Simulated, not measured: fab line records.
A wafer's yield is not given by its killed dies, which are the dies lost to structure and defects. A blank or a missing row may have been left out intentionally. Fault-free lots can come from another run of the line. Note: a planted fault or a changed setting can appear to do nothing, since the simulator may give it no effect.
What tool caused it? :: flow gf180mcu :: 39 wafers from 13 lots sampled at 4 of the route's 602 steps

## WHAT EACH GAUGE READ, for each wafer
GF_M3_CD_MEAS_14: target cd 280 nm. Usual: cd-nm reads 280.2 nm (standard deviation 1.6).
lot: L338
measured: day 21 12:52
on: cd-sem-02
cd-nm (nm): 278.3 278.9 278.0
flag: 

lot: L339
measured: day 21 21:01
on: cd-sem-01
cd-nm (nm): 282.2 283.6 282.5
flag: 

lot: L340
measured: day 22 02:47
on: cd-sem-02
cd-nm (nm): 282.0 282.1 281.4
flag: 

lot: L341
measured: day 22 09:11
on: cd-sem-02
cd-nm (nm): 279.2 280.2 279.0
flag: 

lot: L342
measured: day 22 20:46
on: cd-sem-02
cd-nm (nm): 281.6 281.4 281.3
flag: 

lot: L347
measured: day 24 09:41
on: cd-sem-02
cd-nm (nm): 280.0 279.8 280.3
flag: 

lot: L350
measured: day 25 22:02
on: cd-sem-01
cd-nm (nm): 282.3 282.7 283.0
flag: 

lot: L355
measured: day 27 09:47
on: cd-sem-01
cd-nm (nm): 280.6 281.1 280.4
flag: 

lot: L356
measured: day 27 16:32
on: cd-sem-02
cd-nm (nm): 278.9 278.9 279.1
flag: 

lot: L358
measured: day 28 09:01
on: cd-sem-01
cd-nm (nm): 277.9 279.0 279.8
flag: 

lot: L359
measured: day 28 15:08
on: cd-sem-02
cd-nm (nm): 278.5 278.5 278.0
flag: 

lot: L360
measured: day 28 23:06
on: cd-sem-02
cd-nm (nm): 282.1 282.1 283.4
flag: 

lot: L361
measured: day 29 00:28
on: cd-sem-02
cd-nm (nm): 277.2 278.2 277.9
flag: 

## WHICH TOOL RAN EACH LOT (tool, then ch and the chambers of the sampled wafers, then the start)
lot: L338
GF_VT_IMPLANT_STRIP_31: plasma-asher-02 ch 0,1, day 6 23:58
GF_PSD_STRIP_10: plasma-asher-01 ch 0,1, day 14 11:02
GF_SALICIDE_SPUTTER_03: pvd-sputter-01, day 15 08:49

lot: L339
GF_VT_IMPLANT_STRIP_31: plasma-asher-04 ch 0,1, day 7 07:48
GF_PSD_STRIP_10: plasma-asher-02 ch 0,1, day 14 15:48
GF_SALICIDE_SPUTTER_03: pvd-sputter-02, day 15 14:13

lot: L340
GF_VT_IMPLANT_STRIP_31: plasma-asher-02 ch 0,1, day 7 09:58
GF_PSD_STRIP_10: plasma-asher-02 ch 0,1, day 14 21:04
GF_SALICIDE_SPUTTER_03: pvd-sputter-02, day 15 19:07

lot: L341
GF_VT_IMPLANT_STRIP_31: plasma-asher-02 ch 0,1, day 7 17:20
GF_PSD_STRIP_10: plasma-asher-01 ch 0,1, day 15 03:16
GF_SALICIDE_SPUTTER_03: pvd-sputter-02, day 16 01:09

lot: L342
GF_VT_IMPLANT_STRIP_31: plasma-asher-02 ch 0,1, day 8 00:28
GF_PSD_STRIP_10: plasma-asher-02 ch 0,1, day 15 14:26
GF_SALICIDE_SPUTTER_03: pvd-sputter-03, day 16 12:30

lot: L347
GF_VT_IMPLANT_STRIP_31: plasma-asher-03 ch 0,1, day 9 05:42
GF_PSD_STRIP_10: plasma-asher-01 ch 0,1, day 17 02:10
GF_SALICIDE_SPUTTER_03: pvd-sputter-03, day 18 02:45

lot: L350
GF_VT_IMPLANT_STRIP_31: plasma-asher-03 ch 0,1, day 10 02:43
GF_PSD_STRIP_10: plasma-asher-01 ch 0,1, day 18 05:05
GF_SALICIDE_SPUTTER_03: pvd-sputter-03, day 19 07:04

lot: L355
GF_VT_IMPLANT_STRIP_31: plasma-asher-02 ch 0,1, day 11 11:13
GF_PSD_STRIP_10: plasma-asher-03 ch 0,1, day 20 05:29
GF_SALICIDE_SPUTTER_03: pvd-sputter-01, day 21 06:07

lot: L356
GF_VT_IMPLANT_STRIP_31: plasma-asher-04 ch 0,1, day 11 18:10
GF_PSD_STRIP_10: plasma-asher-01 ch 0,1, day 20 11:44
GF_SALICIDE_SPUTTER_03: pvd-sputter-02, day 21 12:24

lot: L358
GF_VT_IMPLANT_STRIP_31: plasma-asher-02 ch 0,1, day 12 05:59
GF_PSD_STRIP_10: plasma-asher-02 ch 0,1, day 21 09:13
GF_SALICIDE_SPUTTER_03: pvd-sputter-03, day 22 09:01

lot: L359
GF_VT_IMPLANT_STRIP_31: plasma-asher-04 ch 0,1, day 12 15:53
GF_PSD_STRIP_10: plasma-asher-03 ch 0,1, day 21 16:52
GF_SALICIDE_SPUTTER_03: pvd-sputter-02, day 22 17:23

lot: L360
GF_VT_IMPLANT_STRIP_31: plasma-asher-04 ch 0,1, day 12 20:29
GF_PSD_STRIP_10: plasma-asher-02 ch 0,1, day 22 03:56
GF_SALICIDE_SPUTTER_03: pvd-sputter-02, day 23 04:30

lot: L361
GF_VT_IMPLANT_STRIP_31: plasma-asher-03 ch 0,1, day 13 02:18
GF_PSD_STRIP_10: plasma-asher-02 ch 0,1, day 22 06:05
GF_SALICIDE_SPUTTER_03: pvd-sputter-03, day 23 06:06
- GF_VT_IMPLANT_STRIP_31: strips in O2/N2.
- GF_PSD_STRIP_10: strips in O2/N2.
- GF_SALICIDE_SPUTTER_03: material TiN, target thk 20 nm, time 16.7 s.

## WHAT THE TOOLS THEMSELVES READ (means of the sampled wafers that have a number; where no wafer has one, the mark that the record gives instead)
GF_VT_IMPLANT_STRIP_31. Usual: drypump-motor-current-A 5.5 A, standard deviation 0.59; heater-power-w 342 W, standard deviation 37; o2-flow-sccm 2999 sccm, standard deviation 9.2; oes-product-au 0.716 a.u., standard deviation 0.0046; strip-time-to-endpoint-s 12.64 s, standard deviation 0.039.
lot: L338
tool: plasma-asher-02
drypump-motor-current-A (A): 5.6
heater-power-w (W): 380
o2-flow-sccm (sccm): 3004
oes-product-au (a.u.): 0.716
strip-time-to-endpoint-s (s): 12.61
flag: 

lot: L339
tool: plasma-asher-04
drypump-motor-current-A (A): 5.5
heater-power-w (W): 290
o2-flow-sccm (sccm): 3012
oes-product-au (a.u.): 0.711
strip-time-to-endpoint-s (s): 12.63
flag: 

lot: L340
tool: plasma-asher-02
drypump-motor-current-A (A): 5.1
heater-power-w (W): 367
o2-flow-sccm (sccm): 2999
oes-product-au (a.u.): 0.717
strip-time-to-endpoint-s (s): 12.64
flag: 

lot: L341
tool: plasma-asher-02
drypump-motor-current-A (A): 5.6
heater-power-w (W): 381
o2-flow-sccm (sccm): 3000
oes-product-au (a.u.): 0.715
strip-time-to-endpoint-s (s): 12.63
flag: 

lot: L342
tool: plasma-asher-02
drypump-motor-current-A (A): 5.6
heater-power-w (W): 377
o2-flow-sccm (sccm): 2999
oes-product-au (a.u.): 0.714
strip-time-to-endpoint-s (s): 12.65
flag: 

lot: L347
tool: plasma-asher-03
drypump-motor-current-A (A): 6.0
heater-power-w (W): 305
o2-flow-sccm (sccm): 2995
oes-product-au (a.u.): 0.712
strip-time-to-endpoint-s (s): 12.63
flag: 

lot: L350
tool: plasma-asher-03
drypump-motor-current-A (A): 6.0
heater-power-w (W): 312
o2-flow-sccm (sccm): 2997
oes-product-au (a.u.): 0.716
strip-time-to-endpoint-s (s): 12.72
flag: 

lot: L355
tool: plasma-asher-02
drypump-motor-current-A (A): 5.6
heater-power-w (W): 373
o2-flow-sccm (sccm): 3007
oes-product-au (a.u.): 0.715
strip-time-to-endpoint-s (s): 12.65
flag: 

lot: L356
tool: plasma-asher-04
drypump-motor-current-A (A): 5.2
heater-power-w (W): 310
o2-flow-sccm (sccm): 2998
oes-product-au (a.u.): 0.715
strip-time-to-endpoint-s (s): 12.59
flag: 

lot: L358
tool: plasma-asher-02
drypump-motor-current-A (A): 5.6
heater-power-w (W): 370
o2-flow-sccm (sccm): 2987
oes-product-au (a.u.): 0.721
strip-time-to-endpoint-s (s): 12.65
flag: 

lot: L359
tool: plasma-asher-04
drypump-motor-current-A (A): 5.1
heater-power-w (W): 311
o2-flow-sccm (sccm): 3009
oes-product-au (a.u.): 0.715
strip-time-to-endpoint-s (s): 12.67
flag: 

lot: L360
tool: plasma-asher-04
drypump-motor-current-A (A): 5.5
heater-power-w (W): 291
o2-flow-sccm (sccm): 3008
oes-product-au (a.u.): 0.712
strip-time-to-endpoint-s (s): 12.67
flag: 

lot: L361
tool: plasma-asher-03
drypump-motor-current-A (A): 5.9
heater-power-w (W): 305
o2-flow-sccm (sccm): 2990
oes-product-au (a.u.): 0.716
strip-time-to-endpoint-s (s): 12.67
flag: 

GF_PSD_STRIP_10. Usual: drypump-motor-current-A 5.6 A, standard deviation 0.61; heater-power-w 345 W, standard deviation 28; o2-flow-sccm 3001 sccm, standard deviation 7.8; oes-product-au 0.592 a.u., standard deviation 0.0048; strip-time-to-endpoint-s 16.52 s, standard deviation 0.047.
lot: L338
tool: plasma-asher-01
drypump-motor-current-A (A): 6.0
heater-power-w (W): 331
o2-flow-sccm (sccm): 3005
oes-product-au (a.u.): 0.593
strip-time-to-endpoint-s (s): 16.48
flag: 

lot: L339
tool: plasma-asher-02
drypump-motor-current-A (A): 5.6
heater-power-w (W): 379
o2-flow-sccm (sccm): 3003
oes-product-au (a.u.): 0.595
strip-time-to-endpoint-s (s): 16.55
flag: 

lot: L340
tool: plasma-asher-02
drypump-motor-current-A (A): 5.6
heater-power-w (W): 372
o2-flow-sccm (sccm): 3001
oes-product-au (a.u.): 0.594
strip-time-to-endpoint-s (s): 16.56
flag: 

lot: L341
tool: plasma-asher-01
drypump-motor-current-A (A): 6.0
heater-power-w (W): 333
o2-flow-sccm (sccm): 3000
oes-product-au (a.u.): 0.589
strip-time-to-endpoint-s (s): 16.56
flag: 

lot: L342
tool: plasma-asher-02
drypump-motor-current-A (A): 5.1
heater-power-w (W): 370
o2-flow-sccm (sccm): 2996
oes-product-au (a.u.): 0.593
strip-time-to-endpoint-s (s): 16.51
flag: 

lot: L347
tool: plasma-asher-01
drypump-motor-current-A (A): 6.0
heater-power-w (W): 332
o2-flow-sccm (sccm): 2998
oes-product-au (a.u.): 0.597
strip-time-to-endpoint-s (s): 16.50
flag: 

lot: L350
tool: plasma-asher-01
drypump-motor-current-A (A): 6.0
heater-power-w (W): 332
o2-flow-sccm (sccm): 3000
oes-product-au (a.u.): 0.587
strip-time-to-endpoint-s (s): 16.47
flag: 

lot: L355
tool: plasma-asher-03
drypump-motor-current-A (A): 6.0
heater-power-w (W): 313
o2-flow-sccm (sccm): 2998
oes-product-au (a.u.): 0.591
strip-time-to-endpoint-s (s): 16.54
flag: 

lot: L356
tool: plasma-asher-01
drypump-motor-current-A (A): 5.6
heater-power-w (W): 330
o2-flow-sccm (sccm): 2997
oes-product-au (a.u.): 0.591
strip-time-to-endpoint-s (s): 16.57
flag: 

lot: L358
tool: plasma-asher-02
drypump-motor-current-A (A): 5.6
heater-power-w (W): 365
o2-flow-sccm (sccm): 3006
oes-product-au (a.u.): 0.594
strip-time-to-endpoint-s (s): 16.47
flag: 

lot: L359
tool: plasma-asher-03
drypump-motor-current-A (A): 6.0
heater-power-w (W): 314
o2-flow-sccm (sccm): 2992
oes-product-au (a.u.): 0.591
strip-time-to-endpoint-s (s): 16.54
flag: 

lot: L360
tool: plasma-asher-02
drypump-motor-current-A (A): 5.1
heater-power-w (W): 369
o2-flow-sccm (sccm): 3006
oes-product-au (a.u.): 0.592
strip-time-to-endpoint-s (s): 16.53
flag: 

lot: L361
tool: plasma-asher-02
drypump-motor-current-A (A): 5.6
heater-power-w (W): 362
o2-flow-sccm (sccm): 3005
oes-product-au (a.u.): 0.588
strip-time-to-endpoint-s (s): 16.51
flag: 

GF_SALICIDE_SPUTTER_03. Usual: chamber-pressure-pa 0.4001 Pa, standard deviation 0.00093; throttle-valve-pct 30.1 %, standard deviation 1.1.
lot: L338
tool: pvd-sputter-01
chamber-pressure-pa (Pa): 0.4001
throttle-valve-pct (%): 30.6
flag: 

lot: L339
tool: pvd-sputter-02
chamber-pressure-pa (Pa): 0.3996
throttle-valve-pct (%): 30.1
flag: 

lot: L340
tool: pvd-sputter-02
chamber-pressure-pa (Pa): 0.4001
throttle-valve-pct (%): 29.7
flag: 

lot: L341
tool: pvd-sputter-02
chamber-pressure-pa (Pa): 0.3995
throttle-valve-pct (%): 31.0
flag: 

lot: L342
tool: pvd-sputter-03
chamber-pressure-pa (Pa): 0.4009
throttle-valve-pct (%): 30.4
flag: 

lot: L347
tool: pvd-sputter-03
chamber-pressure-pa (Pa): 0.3662
throttle-valve-pct (%): 31.2
flag: OFF

lot: L350
tool: pvd-sputter-03
chamber-pressure-pa (Pa): 0.3830
throttle-valve-pct (%): 31.2
flag: OFF

lot: L355
tool: pvd-sputter-01
chamber-pressure-pa (Pa): 0.4002
throttle-valve-pct (%): 30.6
flag: 

lot: L356
tool: pvd-sputter-02
chamber-pressure-pa (Pa): 0.4002
throttle-valve-pct (%): 28.8
flag: 

lot: L358
tool: pvd-sputter-03
chamber-pressure-pa (Pa): 0.3998
throttle-valve-pct (%): 30.7
flag: 

lot: L359
tool: pvd-sputter-02
chamber-pressure-pa (Pa): 0.3994
throttle-valve-pct (%): 30.3
flag: 

lot: L360
tool: pvd-sputter-02
chamber-pressure-pa (Pa): 0.4008
throttle-valve-pct (%): 30.2
flag: 

lot: L361
tool: pvd-sputter-03
chamber-pressure-pa (Pa): 0.4000
throttle-valve-pct (%): 29.0
flag: 

## THE ANSWER, worked out from the rows above alone
Rule: lot off if the mean of its wafers having a number is beyond 3 standard deviations from the usual mean. A lot without any number at a reading at which 4 lots or more have one is off too. All remaining lots with rows at the step are treated as sound. The gauges are gone through in route order, then the tools' own readings, and for those a lot's mean is taken as printed above. At the first step where some lot is off, the reading lying furthest off is the one used; lots without a number count as furthest.
Off: L347, L350, at GF_SALICIDE_SPUTTER_03 (chamber-pressure-pa).
If a tool, at that step or one of the process steps before it, ran each lot that is off and ran no sound lot following the first of them, it fits. No candidate that was tried fits.

## WHAT THE SIMULATOR HAD PUT IN
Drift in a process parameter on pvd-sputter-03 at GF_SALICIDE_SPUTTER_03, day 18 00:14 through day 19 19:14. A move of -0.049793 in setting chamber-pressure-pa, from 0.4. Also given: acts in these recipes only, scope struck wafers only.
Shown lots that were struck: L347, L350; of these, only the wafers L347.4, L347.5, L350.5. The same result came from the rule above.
